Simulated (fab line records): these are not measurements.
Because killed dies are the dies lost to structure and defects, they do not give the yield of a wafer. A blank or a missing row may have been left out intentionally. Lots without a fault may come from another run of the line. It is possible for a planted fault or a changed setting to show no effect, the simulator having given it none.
fab line records	flow gf180mcu
record: lots: 14	wafers: 42	lastDay: 33
route steps=602 shown STI@24 V1@336
lots that met no fault: taken from a fault-free run of the same line
startH: the number of hours between the record's first day and the start of the first shown wafer of the lot	waitH: hours elapsed since this lot's preceding step	" unchanged from the row above	L1.1+2: one row covering several wafers at once	- either no value or no given start	* or withheld: withheld	< > ~ a bound
route shown NAME@n: NAME is a module with steps in the file, n the number in the route of the first one	usual: the fault-free wafers' mean and standard deviation	same: alike in all rows	chamber/n: place in a boat	sites: the reading at each site	_std_site: the values' standard deviation	_edge_site: the outer-site mean with the inner-site mean subtracted	radiusMm: how far each site lies from the wafer's centre	mask NAME#n: copy n	behind: the tool/chamber that last shaped the wafer	hold: why the lot went on hold/how many hours it stayed there/how the hold came to an end	device: names the non-switching transistor (n, p or np)	end of line: the route-end tests of the same wafers	a step without rows: its recipe alone	killed: dies lost to structure and defects at the first sort, not the wafer's yield	map: dies across one wafer; x = killed, . = not, _ = none there
set.NAME: the setting as run; set.NAME@STEP: as run at that earlier step	model.NAME: the simulator's own value behind a step, which no gauge read
steps of the route over a sample of lots; a table a step, a row a wafer
services: from which hour (startH, from the record's first day; less than 0 if before it) a tool's chamber was out of use, for how many hours, and why
== steps ==
step: GF_STI_CVD_23
recipe: material: SiO2	targetThkNm: 650	sigmaOpenFrac: 0.3	timeS: 108.3	tempC: 600	sih4FlowSccm: 60	pressureMtorr: 6
usual: sih4FlowSccm: 59.99/0.19
lot.wafer	tool	chamber	startH	waitH	sih4FlowSccm
L518.1	hdpcvd-02	1	27.48	0.1	59.72
L518.3	"	0	"	"	60.02
L518.4	"	0	"	"	60.10
L519.1	hdpcvd-01	0	33.57	0.1	59.91
L519.5	"	1	"	"	59.86
L519.6	"	2	"	"	60.31
L520.1	hdpcvd-02	1	38.03	0.1	59.91
L520.4	"	0	"	"	60.12
L520.6	"	2	"	"	60.22
L521.1	hdpcvd-01	1	43.46	0.1	60.09
L521.5	"	2	"	"	60.05
L521.6	"	1	"	"	60.12
L522.1	hdpcvd-02	0	48.33	0.1	60.04
L522.4	"	2	"	"	60.23
L522.5	"	1	"	"	60.12
L523.2	hdpcvd-01	2	52.93	0.0	59.96
L523.4	"	1	"	"	59.66
L523.5	"	2	"	"	60.19
L524.1	hdpcvd-01	1	58.88	0.1	59.71
L524.4	"	2	"	"	59.93
L524.5	"	1	"	"	59.65
L525.1	hdpcvd-02	0	65.30	0.1	59.69
L525.2	"	1	"	"	59.98
L525.6	"	2	"	"	60.07
L526.4	hdpcvd-02	1	69.30	0.1	59.73
L526.5	"	2	"	"	60.12
L526.6	"	0	"	"	60.01
L527.1	hdpcvd-01	0	73.16	0.1	59.73
L527.5	"	1	"	"	60.01
L527.6	"	0	"	"	59.92
L534.1	hdpcvd-01	0	110.50	0.1	59.93
L534.4	"	1	"	"	59.88
L534.6	"	0	"	"	60.23
L535.1	hdpcvd-01	0	115.01	0.1	59.76
L535.2	"	2	"	"	60.06
L535.3	"	1	"	"	59.99
L538.1	hdpcvd-02	2	130.29	0.1	59.89
L538.2	"	0	"	"	60.22
L538.6	"	0	"	"	60.07
L539.1	hdpcvd-02	2	136.04	0.1	59.84
L539.4	"	0	"	"	59.82
L539.5	"	2	"	"	59.87
step: GF_STI_THK_MEAS_24
recipe: reads: SiO2_of_STI_CVD_23
usual: STI_CVD_23_THK: 656/8.2
lot.wafer	tool	chamber	startH	waitH	STI_CVD_23_THK[nm]
L518.1	filmMetro-03	-	27.56	0.0	653
L518.3	"	-	"	"	653
L518.4	"	-	"	"	646
L519.1	filmMetro-03	-	33.64	0.0	653
L519.5	"	-	"	"	652
L519.6	"	-	"	"	661
L520.1	filmMetro-04	-	38.11	0.0	657
L520.4	"	-	"	"	645
L520.6	"	-	"	"	643
L521.1	filmMetro-04	-	43.54	0.0	655
L521.5	"	-	"	"	658
L521.6	"	-	"	"	656
L522.1	filmMetro-04	-	48.40	0.0	645
L522.4	"	-	"	"	641
L522.5	"	-	"	"	658
L523.2	filmMetro-04	-	53.02	0.0	665
L523.4	"	-	"	"	663
L523.5	"	-	"	"	667
L524.1	filmMetro-04	-	58.96	0.0	661
L524.4	"	-	"	"	674
L524.5	"	-	"	"	660
L525.1	filmMetro-03	-	65.37	0.0	653
L525.2	"	-	"	"	659
L525.6	"	-	"	"	655
L526.4	filmMetro-02	-	69.37	0.0	645
L526.5	"	-	"	"	647
L526.6	"	-	"	"	644
L527.1	filmMetro-03	-	73.24	0.0	661
L527.5	"	-	"	"	661
L527.6	"	-	"	"	658
L534.1	filmMetro-02	-	110.58	0.0	690
L534.4	"	-	"	"	685
L534.6	"	-	"	"	679
L535.1	filmMetro-02	-	115.08	0.0	682
L535.2	"	-	"	"	685
L535.3	"	-	"	"	676
L538.1	filmMetro-02	-	130.36	0.0	650
L538.2	"	-	"	"	640
L538.6	"	-	"	"	646
L539.1	filmMetro-02	-	136.15	0.1	649
L539.4	"	-	"	"	646
L539.5	"	-	"	"	647
step: GF_V1_THK_MEAS_01
recipe: reads: SiO2_of_V1_CVD_00
usual: V1_CVD_00_THK: 600/6.1
lot.wafer	tool	chamber	startH	waitH	V1_CVD_00_THK[nm]
L518.1	filmMetro-03	-	387.67	0.0	594
L518.3	"	-	"	"	604
L518.4	"	-	"	"	597
L519.1	filmMetro-03	-	390.18	0.0	604
L519.5	"	-	"	"	600
L519.6	"	-	"	"	601
L520.1	filmMetro-02	-	400.10	0.0	596
L520.4	"	-	"	"	597
L520.6	"	-	"	"	593
L521.1	filmMetro-04	-	419.26	0.0	605
L521.5	"	-	"	"	605
L521.6	"	-	"	"	605
L522.1	filmMetro-02	-	429.51	0.0	604
L522.4	"	-	"	"	598
L522.5	"	-	"	"	595
L524.1	filmMetro-04	-	449.00	0.0	603
L524.4	"	-	"	"	600
L524.5	"	-	"	"	601
L523.2	filmMetro-03	-	449.36	0.0	586
L523.4	"	-	"	"	591
L523.5	"	-	"	"	607
L525.1	filmMetro-04	-	461.20	0.0	605
L525.2	"	-	"	"	610
L525.6	"	-	"	"	602
L526.4	filmMetro-02	-	461.58	0.0	605
L526.5	"	-	"	"	595
L526.6	"	-	"	"	606
L527.1	filmMetro-04	-	472.73	0.0	589
L527.5	"	-	"	"	600
L527.6	"	-	"	"	593
L534.1	filmMetro-03	-	528.61	0.0	602
L534.4	"	-	"	"	599
L534.6	"	-	"	"	598
L535.1	filmMetro-03	-	532.21	0.0	600
L535.2	"	-	"	"	599
L535.3	"	-	"	"	606
L538.1	filmMetro-04	-	558.93	0.0	599
L538.2	"	-	"	"	596
L538.6	"	-	"	"	590
L539.1	filmMetro-02	-	565.55	0.0	603
L539.4	"	-	"	"	604
L539.5	"	-	"	"	603
step: GF_V1_CVD_02
recipe: material: SiO2	targetThkNm: 850	precursor: TEOS	tempC: 400	timeS: 94.851	rfW: 600
usual: heaterPowerW: 686/99
lot.wafer	tool	chamber	startH	waitH	heaterPowerW
L518.1	pecvd-03	2	387.73	0.1	745
L518.3	"	1	"	"	539
L518.4	"	1	"	"	596
L519.1	pecvd-03	1	390.24	0.1	544
L519.5	"	1	"	"	612
L519.6	"	2	"	"	783
L520.1	pecvd-02	1	400.16	0.1	818
L520.4	"	1	"	"	884
L520.6	"	0	"	"	678
L521.1	pecvd-04	0	419.32	0.1	680
L521.5	"	1	"	"	676
L521.6	"	0	"	"	763
L522.1	pecvd-04	1	429.57	0.1	661
L522.4	"	1	"	"	680
L522.5	"	0	"	"	794
L524.1	pecvd-03	2	449.06	0.1	788
L524.4	"	0	"	"	517
L524.5	"	1	"	"	634
L523.2	pecvd-02	1	449.41	0.0	895
L523.4	"	0	"	"	657
L523.5	"	2	"	"	634
L525.1	pecvd-02	2	461.26	0.1	633
L525.2	"	0	"	"	640
L525.6	"	0	"	"	644
L526.4	pecvd-04	0	461.65	0.1	679
L526.5	"	2	"	"	801
L526.6	"	1	"	"	661
L527.1	pecvd-02	1	472.79	0.1	916
L527.5	"	0	"	"	618
L527.6	"	2	"	"	604
L534.1	pecvd-03	0	528.67	0.1	537
L534.4	"	0	"	"	582
L534.6	"	1	"	"	620
L535.1	pecvd-02	0	532.27	0.1	605
L535.2	"	2	"	"	637
L535.3	"	1	"	"	852
L538.1	pecvd-03	1	558.99	0.1	571
L538.2	"	2	"	"	783
L538.6	"	2	"	"	827
L539.1	pecvd-03	1	565.61	0.1	656
L539.4	"	1	"	"	658
L539.5	"	2	"	"	673
step: GF_V1_ETCH_17
recipe: chemistry: C4F8/O2/Ar	maskMaterial: KrF	target: SiO2	stopOn: TiN	sourceW: 1500	biasW: 1200	pressureMtorr: 40	c4f8FlowSccm: withheld	O2_flow_sccm: 6	Ar_flow_sccm: 300	timeS: withheld	targetDepthA: 6300
usual: oesProductAu: 0.856/0.0046
lot.wafer	tool	chamber	startH	waitH	oesProductAu
L518.1	rieDiel-01	1	-	-	0.854
L518.3	"	0	"	"	0.862
L518.4	"	2	"	"	0.858
L519.1	rieDiel-01	0	-	-	0.852
L519.5	"	2	"	"	0.856
L519.6	"	1	"	"	0.859
L520.1	rieDiel-01	2	-	-	0.853
L520.4	"	2	"	"	0.851
L520.6	"	3	"	"	0.855
L521.1	rieDiel-03	3	-	-	0.865
L521.5	"	1	"	"	0.859
L521.6	"	0	"	"	0.851
L522.1	rieDiel-01	3	-	-	0.855
L522.4	"	1	"	"	0.862
L522.5	"	3	"	"	0.858
L524.1	rieDiel-01	0	-	-	0.863
L524.4	"	3	"	"	0.853
L524.5	"	1	"	"	0.847
L523.2	rieDiel-04	3	-	-	0.859
L523.4	"	0	"	"	0.855
L523.5	"	3	"	"	0.855
L525.1	rieDiel-01	3	-	-	0.859
L525.2	"	0	"	"	0.861
L525.6	"	0	"	"	0.853
L526.4	rieDiel-03	1	-	-	0.857
L526.5	"	3	"	"	0.859
L526.6	"	0	"	"	0.853
L527.1	rieDiel-03	3	-	-	0.857
L527.5	"	3	"	"	0.856
L527.6	"	0	"	"	0.852
L534.1	rieDiel-04	0	-	-	0.852
L534.4	"	1	"	"	0.864
L534.6	"	2	"	"	0.858
L535.1	rieDiel-03	1	-	-	0.850
L535.2	"	0	"	"	0.857
L535.3	"	2	"	"	0.851
L538.1	rieDiel-04	1	-	-	0.863
L538.2	"	2	"	"	0.849
L538.6	"	1	"	"	0.855
L539.1	rieDiel-04	1	-	-	0.868
L539.4	"	3	"	"	0.852
L539.5	"	3	"	"	0.855
== services ==
tool	chamber	startH	hours	kind
pecvd-02	1	32.99	5.1	repair
rieDiel-01	-	37.91	2.8	pm
pecvd-02	0	50.70	2.2	repair
hdpcvd-02	-	87.45	2.8	pm
hdpcvd-01	-	90.51	6.0	pm
pecvd-03	0	107.75	5.3	repair
hdpcvd-02	1	134.34	8.7	repair
rieDiel-01	2	188.60	9.0	repair
pecvd-03	-	220.04	2.7	pm
rieDiel-01	-	254.02	0.4	repair
hdpcvd-02	1	283.33	4.0	repair
hdpcvd-02	1	287.42	2.1	repair
rieDiel-01	3	304.58	15.7	repair
hdpcvd-01	-	332.73	0.7	repair
hdpcvd-01	-	333.69	14.6	pm
rieDiel-01	3	346.27	7.2	repair
pecvd-03	0	371.73	5.1	repair
hdpcvd-02	0	483.72	5.8	repair
hdpcvd-01	-	504.29	3.2	repair
hdpcvd-02	-	517.19	1.0	repair
hdpcvd-01	-	539.25	15.0	pm
rieDiel-01	-	568.75	0.9	repair
hdpcvd-01	0	568.82	23.0	repair
rieDiel-01	1	581.69	7.1	repair
== key ==
firstSign: step: GF_STI_THK_MEAS_24	reading: STI_CVD_23_THK	direction: up	sigmas: 3.3	usual: 656	struck: 683
effect none on later readings
metAt GF_STI_CVD_23
struckLots L534,L535
testerLeftOut L534,L535
notActingAt GF_V1_THK_MEAS_01,GF_V1_CVD_02,GF_V1_ETCH_17
onsetBetween 73.16 110.50
fault: kind: processParameterDrift	tool: hdpcvd-01	chamber: -	onsetH: 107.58	steps: GF_STI_CVD_23	channel: targetThkNm	offset: 21.149	shape: step	endH: 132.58	actsIn: theseRecipesOnly	stated: 650
testerLeftOut: of these lots the tester's yield and bins aren't shown, on N5 and GAA mostly nor the transistor test; their killed dies are dies lost to structure and defects alone, not to doping, threshold or leakage, so they don't give the yield
